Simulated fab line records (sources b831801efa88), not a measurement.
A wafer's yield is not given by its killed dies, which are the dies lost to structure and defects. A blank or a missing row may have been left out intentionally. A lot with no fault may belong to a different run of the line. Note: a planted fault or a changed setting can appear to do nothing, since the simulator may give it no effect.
Which tool is to blame? | flow gf180mcu | 10 lots, 30 wafers sampled, at 6 steps of a route of 602

== WHAT THE GAUGES SHOWED, per wafer ==
GF_V4_BOW_MEAS_05. Usual: V4_BOW 135 um, standard deviation 8.9.
lot  | measured     | on            | V4_BOW (um) | flag
L893 | day 23 08:02 | film-metro-04 | 126 119 123 |
L894 | day 23 22:27 | film-metro-02 | 146 138 134 |
L896 | day 24 03:43 | film-metro-02 | 131 135 133 |
L897 | day 24 13:57 | film-metro-04 | 145 139 127 |
L902 | day 26 11:14 | film-metro-04 | 153 148 142 |
L904 | day 26 19:37 | film-metro-01 | 125 134 140 |
L905 | day 27 02:14 | film-metro-04 | 127 153 143 |
L911 | day 29 07:47 | film-metro-02 | 131 125 132 |
L915 | day 29 22:01 | film-metro-04 | 125 148 146 |
L916 | day 30 09:55 | film-metro-01 | 132 125 126 |

GF_MIM_RS_MEAS_10: uses a four-point probe to measure. Usual: MIM_ALCU_RS 0.1597 ohm/sq, standard deviation 0.0018.
lot  | measured     | on            | MIM_ALCU_RS (ohm/sq) | flag
L893 | day 24 08:38 | film-metro-03 | 0.1609 0.1597 0.1596 |
L894 | day 24 21:13 | film-metro-01 | 0.1580 0.1609 0.1590 |
L896 | day 25 03:20 | film-metro-03 | 0.1599 0.1588 0.1601 |
L897 | day 25 13:10 | film-metro-03 | 0.1567 0.1562 0.1589 |
L902 | day 27 09:26 | film-metro-04 | 0.1584 0.1579 0.1577 |
L904 | day 27 17:48 | film-metro-01 | 0.4351 0.4349 0.4407 | OFF
L905 | day 27 23:56 | film-metro-03 | 0.4346 0.4324 0.4357 | OFF
L911 | day 30 04:46 | film-metro-03 | 0.1617 0.1587 0.1606 |
L915 | day 30 17:49 | film-metro-01 | 0.1626 0.1615 0.1622 |
L916 | day 31 05:21 | film-metro-03 | 0.1636 0.1610 0.1621 |

GF_MIM_THK_MEAS_11: measures by xrf. Usual: MIM_ALCU_THK 202.3 nm, standard deviation 2.8.
lot  | measured     | on            | MIM_ALCU_THK (nm) | flag
L893 | day 24 08:46 | film-metro-03 | 202.1 202.5 204.5 |
L894 | day 24 21:19 | film-metro-01 | 205.4 201.0 203.2 |
L896 | day 25 03:26 | film-metro-03 | 202.6 205.0 203.1 |
L897 | day 25 13:16 | film-metro-03 | 207.1 207.9 203.7 |
L902 | day 27 09:32 | film-metro-04 | 202.2 202.9 202.6 |
L904 | day 27 17:54 | film-metro-01 | 78.3 78.3 78.6    | OFF
L905 | day 28 00:03 | film-metro-03 | 79.7 80.3 79.5    | OFF
L911 | day 30 04:53 | film-metro-03 | 201.3 204.9 201.9 |
L915 | day 30 17:56 | film-metro-01 | 199.0 200.3 200.3 |
L916 | day 31 05:27 | film-metro-03 | 197.5 202.0 199.6 |

== TOOL THAT RAN EACH LOT (tool first, then ch and the chambers of the sampled wafers, then the start) ==
lot  | GF_MIM_SPUTTER_04            | GF_MIM_SPUTTER_07            | GF_MIM_SPUTTER_08
L893 | pvd-sputter-03, day 24 08:25 | pvd-sputter-04, day 24 08:32 | pvd-sputter-04, day 24 08:35
L894 | pvd-sputter-02, day 24 20:58 | pvd-sputter-04, day 24 21:05 | pvd-sputter-04, day 24 21:08
L896 | pvd-sputter-02, day 25 03:04 | pvd-sputter-03, day 25 03:12 | pvd-sputter-03, day 25 03:14
L897 | pvd-sputter-04, day 25 12:55 | pvd-sputter-03, day 25 13:02 | pvd-sputter-03, day 25 13:05
L902 | pvd-sputter-02, day 27 09:09 | pvd-sputter-03, day 27 09:17 | pvd-sputter-03, day 27 09:20
L904 | pvd-sputter-04, day 27 17:31 | pvd-sputter-03, day 27 17:40 | pvd-sputter-03, day 27 17:42
L905 | pvd-sputter-04, day 27 23:42 | pvd-sputter-03, day 27 23:50 | pvd-sputter-03, day 27 23:53
L911 | pvd-sputter-04, day 30 04:28 | pvd-sputter-04, day 30 04:36 | pvd-sputter-04, day 30 04:38
L915 | pvd-sputter-03, day 30 17:35 | pvd-sputter-04, day 30 17:43 | pvd-sputter-04, day 30 17:45
L916 | pvd-sputter-03, day 31 05:05 | pvd-sputter-02, day 31 05:13 | pvd-sputter-02, day 31 05:16
- GF_MIM_SPUTTER_04: material TiN, target thk 50 nm, time 41.7 s.
- GF_MIM_SPUTTER_07: material TiN, target thk 60 nm, time 50 s.
- GF_MIM_SPUTTER_08: material AlCu, target thk 200 nm, time 10.6 s.

== AS READ BY THE TOOLS THEMSELVES (means over the sampled wafers that have a number; for cases with no such wafer, the mark the record gives instead) ==
GF_MIM_SPUTTER_04. Usual: 30.3 % for throttle-valve-pct, sd 0.94.
lot  | tool           | throttle-valve-pct (%) | flag
L893 | pvd-sputter-03 | 30.7                   |
L894 | pvd-sputter-02 | 30.6                   |
L896 | pvd-sputter-02 | 29.7                   |
L897 | pvd-sputter-04 | 30.7                   |
L902 | pvd-sputter-02 | 31.0                   |
L904 | pvd-sputter-04 | 30.7                   |
L905 | pvd-sputter-04 | 30.6                   |
L911 | pvd-sputter-04 | 30.6                   |
L915 | pvd-sputter-03 | 28.7                   |
L916 | pvd-sputter-03 | 30.8                   |

GF_MIM_SPUTTER_07. Usual: 30.3 % for throttle-valve-pct, sd 0.95.
lot  | tool           | throttle-valve-pct (%) | flag
L893 | pvd-sputter-04 | 30.8                   |
L894 | pvd-sputter-04 | 30.6                   |
L896 | pvd-sputter-03 | 29.8                   |
L897 | pvd-sputter-03 | 30.4                   |
L902 | pvd-sputter-03 | 29.9                   |
L904 | pvd-sputter-03 | 30.5                   |
L905 | pvd-sputter-03 | 29.3                   |
L911 | pvd-sputter-04 | 31.0                   |
L915 | pvd-sputter-04 | 30.7                   |
L916 | pvd-sputter-02 | 30.6                   |

GF_MIM_SPUTTER_08. Usual: 30.3 % for throttle-valve-pct, sd 0.97.
lot  | tool           | throttle-valve-pct (%) | flag
L893 | pvd-sputter-04 | 31.0                   |
L894 | pvd-sputter-04 | 30.8                   |
L896 | pvd-sputter-03 | 29.8                   |
L897 | pvd-sputter-03 | 30.4                   |
L902 | pvd-sputter-03 | 29.8                   |
L904 | pvd-sputter-03 | 30.3                   |
L905 | pvd-sputter-03 | 29.3                   |
L911 | pvd-sputter-04 | 31.0                   |
L915 | pvd-sputter-04 | 30.7                   |
L916 | pvd-sputter-02 | 30.8                   |

== THE ANSWER, worked out from the rows above alone ==
Rule: a lot is off if the mean of its wafers that have a number lies more than 3 standard deviations from the usual mean. A lot without any number at a reading at which 4 lots or more have one is off too. All remaining lots with rows at the step are treated as sound. First the gauges in route order, then the tools' own readings, where a lot's mean is used as printed above. The first step at which some lot is off is used, and at that step the reading that is off furthest; a lot without a number counts as furthest.
Off: L904, L905, seen at GF_MIM_RS_MEAS_10 (MIM_ALCU_RS).
If a tool, at a process step before that reading, ran all the lots that are off and no sound lot after the first of them, it fits. Those tools and the gauges at GF_MIM_RS_MEAS_10 are tried in the same way. One fits: pvd-sputter-03 at GF_MIM_SPUTTER_07 and GF_MIM_SPUTTER_08. At GF_MIM_SPUTTER_07 its last sound lot is L902 (day 27 09:17), its first lot that is off L904 (day 27 17:40): a fault that began between those two fits.

== WHAT HAD BEEN PUT IN BY THE SIMULATOR ==
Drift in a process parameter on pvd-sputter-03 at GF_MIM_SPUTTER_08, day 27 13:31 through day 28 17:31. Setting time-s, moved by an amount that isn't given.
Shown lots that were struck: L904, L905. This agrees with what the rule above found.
